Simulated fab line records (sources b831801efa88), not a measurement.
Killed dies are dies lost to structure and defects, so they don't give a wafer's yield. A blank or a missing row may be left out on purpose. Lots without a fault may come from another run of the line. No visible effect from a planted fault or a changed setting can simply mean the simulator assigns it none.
Which tool did it? | flow gf180mcu | 39 wafers from 13 lots sampled at 5 of the route's 602 steps

## WHAT THE GAUGES READ, wafer by wafer
GF_VT_IMPLANT_TW_MEAS_32. Usual: VT_IMPLANT_3_TW typically reads 268.7, with standard deviation 2.8.
lot  | measured     | on            | VT_IMPLANT_3_TW   | flag
L407 | day 7 04:03  | film_metro-01 | 268.7 268.4 269.3 |
L408 | day 7 09:26  | film_metro-04 | 272.6 273.8 273.1 |
L409 | day 7 16:36  | film_metro-03 | 265.8 267.8 265.9 |
L410 | day 8 00:05  | film_metro-04 | 273.6 272.1 270.6 |
L411 | day 8 07:05  | film_metro-03 | 263.5 265.4 265.5 |
L412 | day 8 14:00  | film_metro-04 | 272.1 270.6 272.1 |
L413 | day 8 19:56  | film_metro-04 | 272.3 271.8 273.2 |
L414 | day 9 01:48  | film_metro-01 | 267.5 268.0 267.1 |
L415 | day 9 09:35  | film_metro-01 | 266.6 266.2 267.0 |
L416 | day 9 16:34  | film_metro-03 | 515.8 518.3 517.1 | OFF
L417 | day 10 00:43 | film_metro-03 | 513.9 518.4 515.0 | OFF
L418 | day 10 07:39 | film_metro-03 | 515.1 514.1 516.0 | OFF
L419 | day 10 14:14 | film_metro-04 | 525.8 521.7 524.0 | OFF

GF_V1_OVL_MEAS_15. Usual: V1_OVL typically reads 1 nm, with standard deviation 5.8.
lot  | measured     | on         | V1_OVL (nm) | flag
L407 | day 18 19:47 | overlay-01 | -2 -4 5     |
L408 | day 19 04:53 | overlay-01 | -12 -11 -4  |
L409 | day 19 09:30 | overlay-01 | 0 3 -2      |
L410 | day 19 23:20 | overlay-01 | -2 6 2      |
L411 | day 20 01:28 | overlay-01 | 7 2 -4      |
L412 | day 20 18:29 | overlay-01 | 1 9 2       |
L413 | day 21 04:54 | overlay-01 | -6 -3 -5    |
L414 | day 21 18:22 | overlay-02 | 5 16 2      |
L415 | day 22 02:40 | overlay-02 | -11 -9 -1   |

## WHAT TOOL EACH LOT RAN ON (gives the tool, then ch and the chambers of the sampled wafers, and finally the start)
lot  | GF_VT_IMPLANT_IMPLANT_30        | GF_CONTACT_STRIP_18                  | GF_M1_SPUTTER_01
L407 | implanter-03 ch 0, day 7 03:49  | plasma_asher-03 ch 0,1, day 16 18:21 | pvd_sputter-01, day 16 19:26
L408 | implanter-03 ch 0, day 7 09:13  | plasma_asher-04 ch 0,1, day 17 01:58 | pvd_sputter-01, day 17 03:02
L409 | implanter-02 ch 0, day 7 16:21  | plasma_asher-01 ch 1, day 17 06:33   | pvd_sputter-02, day 17 07:38
L410 | implanter-04 ch 0, day 7 23:52  | plasma_asher-04 ch 0,1, day 17 20:07 | pvd_sputter-02, day 17 21:11
L411 | implanter-04 ch 0, day 8 06:52  | plasma_asher-03 ch 0,1, day 17 22:54 | pvd_sputter-02, day 17 23:59
L412 | implanter-02 ch 0, day 8 13:47  | plasma_asher-04 ch 0,1, day 18 14:53 | pvd_sputter-01, day 18 15:56
L413 | implanter-03 ch 0, day 8 19:41  | plasma_asher-01 ch 0,1, day 19 01:25 | pvd_sputter-02, day 19 02:29
L414 | implanter-02 ch 0, day 9 01:33  | plasma_asher-01 ch 0,1, day 19 15:13 | pvd_sputter-01, day 19 16:23
L415 | implanter-02 ch 0, day 9 09:22  | plasma_asher-04 ch 0,1, day 19 23:40 | pvd_sputter-03, day 20 00:45
L416 | implanter-04 ch 0, day 9 16:21  | -                                    | -
L417 | implanter-02 ch 0, day 10 00:29 | -                                    | -
L418 | implanter-03 ch 0, day 10 07:24 | -                                    | -
L419 | implanter-04 ch 0, day 10 14:01 | -                                    | -
- GF_VT_IMPLANT_IMPLANT_30
- GF_CONTACT_STRIP_18: strips in O2/N2.
- GF_M1_SPUTTER_01: material TiN, target thk 30 nm, time 25 s.

## AS READ BY THE TOOLS THEMSELVES (means over the sampled wafers that have a number; for cases with no such wafer, the mark the record gives instead)
GF_VT_IMPLANT_IMPLANT_30. Usual: dose_ions_cm2 2.534e+12, standard deviation 3.3e+09; end_station_pressure_torr 5.02e-06 Torr, standard deviation 2.4e-07.
lot  | tool         | dose_ions_cm2 | end_station_pressure_torr (Torr) | flag
L407 | implanter-03 | 2.529e+12     | 5.03e-06                         |
L408 | implanter-03 | 2.537e+12     | 5.09e-06                         |
L409 | implanter-02 | 2.534e+12     | 4.87e-06                         |
L410 | implanter-04 | 2.535e+12     | 5.04e-06                         |
L411 | implanter-04 | 2.528e+12     | 5.07e-06                         |
L412 | implanter-02 | 2.531e+12     | 4.93e-06                         |
L413 | implanter-03 | 2.539e+12     | 5.24e-06                         |
L414 | implanter-02 | 2.533e+12     | 5.17e-06                         |
L415 | implanter-02 | 2.533e+12     | 4.75e-06                         |
L416 | implanter-04 | 2.535e+12     | 5.06e-06                         |
L417 | implanter-02 | 2.535e+12     | 5.27e-06                         |
L418 | implanter-03 | 2.531e+12     | 5.07e-06                         |
L419 | implanter-04 | 2.534e+12     | 5.13e-06                         |

GF_CONTACT_STRIP_18. Usual: drypump_motor_current_A 5.6 A, standard deviation 0.39; heater_power_w 321 W, standard deviation 33; oes_product_au 0.581 a.u., standard deviation 0.0046.
lot  | tool            | drypump_motor_current_A (A) | heater_power_w (W) | oes_product_au (a.u.) | flag
L407 | plasma_asher-03 | 5.8                         | 333                | 0.584                 |
L408 | plasma_asher-04 | 5.6                         | 304                | 0.580                 |
L409 | plasma_asher-01 | 5.2                         | 338                | 0.578                 |
L410 | plasma_asher-04 | 5.4                         | 290                | 0.580                 |
L411 | plasma_asher-03 | 5.8                         | 334                | 0.587                 |
L412 | plasma_asher-04 | 5.4                         | 293                | 0.581                 |
L413 | plasma_asher-01 | 5.5                         | 329                | 0.580                 |
L414 | plasma_asher-01 | 5.5                         | 328                | 0.582                 |
L415 | plasma_asher-04 | 5.6                         | 303                | 0.579                 |

GF_M1_SPUTTER_01. Usual: throttle_valve_pct 29.9 %, standard deviation 1.1.
lot  | tool           | throttle_valve_pct (%) | flag
L407 | pvd_sputter-01 | 29.8                   |
L408 | pvd_sputter-01 | 28.7                   |
L409 | pvd_sputter-02 | 31.3                   |
L410 | pvd_sputter-02 | 30.6                   |
L411 | pvd_sputter-02 | 29.2                   |
L412 | pvd_sputter-01 | 29.8                   |
L413 | pvd_sputter-02 | 31.3                   |
L414 | pvd_sputter-01 | 28.2                   |
L415 | pvd_sputter-03 | 30.0                   |

## THE ANSWER, worked out from the rows above alone
Rule: lot off if the mean of its wafers having a number is beyond 3 standard deviations from the usual mean. Also off: a lot with no number at a reading for which 4 or more lots have one. The other lots that the step has rows for count as sound. After the gauges, taken in route order, come the tools' own readings; for these a lot's mean is taken, as printed above. The first step at which some lot is off is used, and at that step the reading that is off furthest; a lot without a number counts as furthest.
Off: L416, L417, L418, L419, seen at GF_VT_IMPLANT_TW_MEAS_32 (VT_IMPLANT_3_TW).
A tool fits if, at a process step before that reading, it ran every lot that is off, and no sound lot after the first of them. The gauges at GF_VT_IMPLANT_TW_MEAS_32 are tried like those tools. Not one of the candidates tried fits.

## WHAT WAS PUT IN BY THE SIMULATOR
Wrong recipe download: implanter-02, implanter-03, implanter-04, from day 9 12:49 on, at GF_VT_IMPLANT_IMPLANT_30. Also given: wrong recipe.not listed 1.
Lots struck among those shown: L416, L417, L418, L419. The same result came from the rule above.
